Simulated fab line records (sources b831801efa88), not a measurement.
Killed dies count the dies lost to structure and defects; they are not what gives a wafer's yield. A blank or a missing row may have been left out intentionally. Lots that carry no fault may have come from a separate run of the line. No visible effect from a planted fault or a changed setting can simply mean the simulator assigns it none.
One fault through the eyes of 2 desks	flow gf180mcu	each desk has only its own numbers; what lay behind them comes last

== FOR THE TOOL OWNER'S DESK: iline stepper-02 ==
The tool's own readings at GF_TOP_METAL_EXPOSE_11 (exposes mask MetalTop, target cd 440 nm): means of the sampled wafers that have a number, for each lot that ran on this tool. If a lot's mean is further than 4 standard deviations from the usual mean, the lot is out of limits and carries the mark OUT (the distance appears in the brackets).
Columns: A = focus offset nm at GF_TOP_METAL_EXPOSE_11, usual 0.1 nm
lot	first seen here	A
L748	day 27 11:28	-0.3
L749	day 27 18:49	-0.3
L751	day 28 12:02	0.6
L752	day 28 12:45	-0.7
L754	day 29 09:47	-0.2
L755	day 30 04:19	0.6
L756	day 30 06:08	-0.6
L757	day 30 16:41	0.4
L771	day 33 22:54	0.2
This desk's finding: nothing out of limits on any of the 9 lots.

== AT THE METROLOGY DESK ==
Means of the sampled wafers that have a number, per lot and without regard to the tool the lot ran on: this is what the gauges read. If a lot's mean is further than 4 standard deviations from the usual mean, the lot is out of limits and carries the mark OUT (the distance appears in the brackets).
Columns: A = cd nm at GF_TOP_METAL_CD_MEAS_14, usual 439.8 nm
lot	first seen here	A
L748	day 27 20:44	436.2
L749	day 28 04:32	439.0
L751	day 28 21:22	444.0
L752	day 28 22:02	442.7
L753	day 29 10:35	439.2
L754	day 29 18:40	439.4
L755	day 30 13:02	438.8
L756	day 30 14:53	416.2 (-9.5) OUT
L757	day 31 01:10	402.3 (-15) OUT
L758	day 31 18:37	441.1
L769	day 33 20:19	440.3
L771	day 34 05:58	438.9
This desk's finding: out of limits on L756, L757; first on L756, day 30 14:53 (cd nm at GF_TOP_METAL_CD_MEAS_14). L748, L749, L751, L752, L753, L754, L755, L758, L769, L771: within limits.

== TAKEN TOGETHER ==
On L756, L757, the metrology desk was in a position to raise an alarm at day 30 14:53.
The desk of the tool owner found nothing out of limits.
Tool owner's desk: L756, L757 on record, inside its limits.
The lots listed all ran GF_TOP_METAL_EXPOSE_11 on iline stepper-02.

== WHAT THE SIMULATOR HAD INSERTED ==
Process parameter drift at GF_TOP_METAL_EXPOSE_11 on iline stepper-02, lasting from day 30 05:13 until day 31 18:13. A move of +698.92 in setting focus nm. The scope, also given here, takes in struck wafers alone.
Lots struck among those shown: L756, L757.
Per desk, hours elapsed from the start of the fault to the first reading out of limits: for the metrology desk, 10.
